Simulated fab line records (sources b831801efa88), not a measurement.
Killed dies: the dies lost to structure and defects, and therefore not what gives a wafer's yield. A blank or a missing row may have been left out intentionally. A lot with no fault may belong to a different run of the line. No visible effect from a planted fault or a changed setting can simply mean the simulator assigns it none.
Problem report in the 8D (eight disciplines) form, filled by code    flow sfqLine    the parts of the form that need people (team, actions taken, sign-off) are left out

1. WHAT WENT WRONG
Wafers without a fault read 139.1 s, standard deviation 0.54; runLengthS at SFQ_TRILAYER_I6_DEP_PECVD_165 reads a mean of 133.3 s on 4 wafers belonging to 2 lots. That is -11 standard deviations from the usual mean.
The step: deposits SiO2 from SiH4/N2O, time 111.11 s, target thk 500 nm.
First seen on wafer L129.2, day 76 00:23, on pecvd-02. Wafers with a number at this step in the record: 42, from 14 lots. Rule for "out" (also "out of limits"): further than 4 standard deviations from the usual mean. The other wafers with a number count as sound.

2. WHAT IT IS; WHAT IT IS NOT
question                     is                              is not
which readings at this step  runLengthS                      -
which lots                   L129, L130                      L115, L116, L117, L118, L119, L120, L121, L131, L133, L135, L136, L137
which wafers of those lots   L129.2, L129.5, L130.1, L130.5  L129.6, L130.4
read on which tools          pecvd-02                        pecvd-03, pecvd-04
when                         from day 76 00:23               up to then (22 sound wafers); but 16 sound wafers of L130, L131, L133, L135, L136, L137 came after

3. THE SUSPECTS, EACH WITH WHAT RULES IT OUT
Counting: any tool at a process step up to the reading remains a suspect provided it ran every lot that is out. Sound lots after the first of them don't rule it out here, since some wafers of a struck lot are sound.
- pecvd-02 at SFQ_TRILAYER_I6_DEP_PECVD_165 (deposits SiO2 from SiH4/N2O, time 111.11 s, target thk 500 nm): kept. It ran every lot that is out, first L129 (day 76 00:23); its last sound lot up to then is L121 (day 71 09:56). Its own readings are out on those wafers: runLengthS.
After counting, what remains is pecvd-02 at SFQ_TRILAYER_I6_DEP_PECVD_165.

4. THE CAUSE (what the simulator had put in)
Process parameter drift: pecvd-02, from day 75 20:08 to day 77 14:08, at SFQ_TRILAYER_I6_DEP_PECVD_165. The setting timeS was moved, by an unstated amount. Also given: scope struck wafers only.
After counting, this tool was the only one left.

5. SEQUENCE OF EFFECTS, ordered by route
Each row: a reading whose mean over the struck wafers that have a number lies more than 3 standard deviations from the usual. Only readings for which the record gives a usual standard deviation are gone through. hours: the time from each lot's start at the first step in this table that gives one to its start at this step, as a median over the lots. sigmas: the change in usual standard deviations.
hours  step                           reading     usual    on struck wafers  change  sigmas
0      SFQ_TRILAYER_I6_DEP_PECVD_165  runLengthS  139.1 s  133.3             -5.8    -11
It contains these process steps:
- SFQ_TRILAYER_I6_DEP_PECVD_165: deposits SiO2 from SiH4/N2O, time 111.11 s, target thk 500 nm.
Readings that are blank on the struck wafers while sound wafers have them: rfFwdPowerW at SFQ_TRILAYER_I6_DEP_PECVD_165; susceptorTempC at SFQ_TRILAYER_I6_DEP_PECVD_165.
Later steps that measure or inspect, where all struck wafers having a row at the step show a number for every such reading and not one has moved that far: SFQ_M8_BOW_MEAS_951.

6. WHAT WOULD HAVE CAUGHT IT SOONER
4 hours passed between the start of the fault at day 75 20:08 and the first reading out of limits in this record, taken at day 76 00:23.
